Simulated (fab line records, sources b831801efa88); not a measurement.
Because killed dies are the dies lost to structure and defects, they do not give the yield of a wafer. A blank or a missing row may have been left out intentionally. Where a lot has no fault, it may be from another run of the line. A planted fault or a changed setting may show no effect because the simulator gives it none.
Check of tool commonality || flow gf180mcu || 48 wafers sampled across 14 lots

== THE REASON FOR OPENING IT ==
GF_PSD_RS_MEAS_14, reading NSD_RS: flagged on 2 of 14 lots. Wafers without a fault read 46.13 ohm/sq, standard deviation 0.083.
Rule: flag the lot when none of its wafers has a number, or when each of its wafers that has one lies beyond 4 standard deviations from that mean. All remaining lots are regarded as sound.

{"lot": "L632", "measured": "day 14 13:07", "on": "film metro-02", "NSD_RS (ohm/sq), wafer by wafer": "46.07 46.17 46.09", "flag": ""}
{"lot": "L633", "measured": "day 14 17:45", "on": "film metro-03", "NSD_RS (ohm/sq), wafer by wafer": "46.02 45.98 46.01", "flag": ""}
{"lot": "L634", "measured": "day 15 02:10", "on": "film metro-02", "NSD_RS (ohm/sq), wafer by wafer": "46.19 46.06 46.07", "flag": ""}
{"lot": "L635", "measured": "day 15 04:10", "on": "film metro-04", "NSD_RS (ohm/sq), wafer by wafer": "46.27 46.26 46.32", "flag": ""}
{"lot": "L636", "measured": "day 15 20:40", "on": "film metro-04", "NSD_RS (ohm/sq), wafer by wafer": "46.17 46.26 46.22", "flag": ""}
{"lot": "L637", "measured": "day 16 07:17", "on": "film metro-04", "NSD_RS (ohm/sq), wafer by wafer": "46.13 46.18 46.19", "flag": ""}
{"lot": "L639", "measured": "day 17 09:20", "on": "film metro-02", "NSD_RS (ohm/sq), wafer by wafer": "46.18 46.23 46.18", "flag": ""}
{"lot": "L640", "measured": "day 17 13:28", "on": "film metro-03", "NSD_RS (ohm/sq), wafer by wafer": "46.21 46.10 46.15", "flag": ""}
{"lot": "L641", "measured": "day 18 00:28", "on": "film metro-02", "NSD_RS (ohm/sq), wafer by wafer": "46.24 46.17 46.12", "flag": ""}
{"lot": "L642", "measured": "day 18 12:42", "on": "film metro-03", "NSD_RS (ohm/sq), wafer by wafer": "46.11 46.20 46.11", "flag": ""}
{"lot": "L645", "measured": "day 19 18:30", "on": "film metro-04", "NSD_RS (ohm/sq), wafer by wafer": "46.21 46.00 46.22", "flag": ""}
{"lot": "L646", "measured": "day 20 08:54", "on": "film metro-03", "NSD_RS (ohm/sq), wafer by wafer": "50.85 50.72 50.71 50.73 50.76 50.68", "flag": "FLAGGED"}
{"lot": "L649", "measured": "day 20 20:39", "on": "film metro-03", "NSD_RS (ohm/sq), wafer by wafer": "50.71 50.69 50.63 50.78 50.75 50.73", "flag": "FLAGGED"}
{"lot": "L653", "measured": "day 22 01:37", "on": "film metro-04", "NSD_RS (ohm/sq), wafer by wafer": "46.11 46.07 46.08", "flag": ""}
On average the flagged lots' numbers are 50.73 ohm/sq, which is +4.60 ohm/sq against the usual, or +55 standard deviations.

== EACH LOT AND THE TOOL IT RAN ON ==
The record holds 1 process step before the reading, out of a route of 602 steps. Read each cell as the tool, then ch plus the chambers that the sampled wafers visited, then the start.
{"lot": "L632", "flag": "", "GF_PSD_RTA_13": "rtp anneal-02 ch 0, day 14 12:59"}
{"lot": "L633", "flag": "", "GF_PSD_RTA_13": "rtp anneal-01 ch 0, day 14 17:40"}
{"lot": "L634", "flag": "", "GF_PSD_RTA_13": "rtp anneal-01 ch 0, day 15 02:05"}
{"lot": "L635", "flag": "", "GF_PSD_RTA_13": "rtp anneal-02 ch 0, day 15 04:05"}
{"lot": "L636", "flag": "", "GF_PSD_RTA_13": "rtp anneal-01 ch 0, day 15 20:35"}
{"lot": "L637", "flag": "", "GF_PSD_RTA_13": "rtp anneal-01 ch 0, day 16 07:12"}
{"lot": "L639", "flag": "", "GF_PSD_RTA_13": "rtp anneal-02 ch 0, day 17 09:14"}
{"lot": "L640", "flag": "", "GF_PSD_RTA_13": "rtp anneal-02 ch 0, day 17 13:23"}
{"lot": "L641", "flag": "", "GF_PSD_RTA_13": "rtp anneal-01 ch 0, day 18 00:22"}
{"lot": "L642", "flag": "", "GF_PSD_RTA_13": "rtp anneal-01 ch 0, day 18 12:37"}
{"lot": "L645", "flag": "", "GF_PSD_RTA_13": "rtp anneal-02 ch 0, day 19 18:25"}
{"lot": "L646", "flag": "FLAGGED", "GF_PSD_RTA_13": "rtp anneal-02 ch 0, day 20 08:49"}
{"lot": "L649", "flag": "FLAGGED", "GF_PSD_RTA_13": "rtp anneal-02 ch 0, day 20 20:34"}
{"lot": "L653", "flag": "", "GF_PSD_RTA_13": "rtp anneal-01 ch 0, day 22 01:32"}
What the steps here do:
- GF_PSD_RTA_13: time 20 s.
- GF_PSD_RS_MEAS_14: measures by four-point-probe.

== FLAGGED OVER TOTAL, TOOL BY TOOL (the gauges that took the reading come last) ==
{"step": "GF_PSD_RTA_13", "tool": "rtp anneal-01", "lots run": 7, "flagged": 0, "share of the flagged lots": "none", "sound lots run after its first flagged lot": "-"}
{"step": "GF_PSD_RTA_13", "tool": "rtp anneal-02", "lots run": 7, "flagged": 2, "share of the flagged lots": "all", "sound lots run after its first flagged lot": 0}
{"step": "GF_PSD_RS_MEAS_14", "tool": "film metro-02", "lots run": 4, "flagged": 0, "share of the flagged lots": "none", "sound lots run after its first flagged lot": "-"}
{"step": "GF_PSD_RS_MEAS_14", "tool": "film metro-03", "lots run": 5, "flagged": 2, "share of the flagged lots": "all", "sound lots run after its first flagged lot": 0}
{"step": "GF_PSD_RS_MEAS_14", "tool": "film metro-04", "lots run": 5, "flagged": 0, "share of the flagged lots": "none", "sound lots run after its first flagged lot": "-"}

== WHAT THE TABLE PERMITS ==
2 rows of the table ran every flagged lot: rtp anneal-02 at GF_PSD_RTA_13, film metro-03 at GF_PSD_RS_MEAS_14.
- rtp anneal-02 at GF_PSD_RTA_13: 2 of its 7 lots flagged. It ran its last sound lot, L645, at day 19 18:25 and its first flagged lot, L646, at day 20 08:49: a fault with its onset between the two fits. Its own readings lie more than 4 standard deviations out on every wafer of the flagged lots: lamp power pct, wafer_temp_C_max.
- film metro-03 at GF_PSD_RS_MEAS_14: 2 of its 5 lots flagged. It ran its last sound lot, L642, at day 18 12:42 and its first flagged lot, L646, at day 20 08:54: a fault with its onset between the two fits.
A lot count leaves these 2 tools indistinguishable: every one of them fits a fault beginning at some hour. More lots, or a look at what each step does to the wafer, might.

== WHAT THE SIMULATOR HAD INSERTED ==
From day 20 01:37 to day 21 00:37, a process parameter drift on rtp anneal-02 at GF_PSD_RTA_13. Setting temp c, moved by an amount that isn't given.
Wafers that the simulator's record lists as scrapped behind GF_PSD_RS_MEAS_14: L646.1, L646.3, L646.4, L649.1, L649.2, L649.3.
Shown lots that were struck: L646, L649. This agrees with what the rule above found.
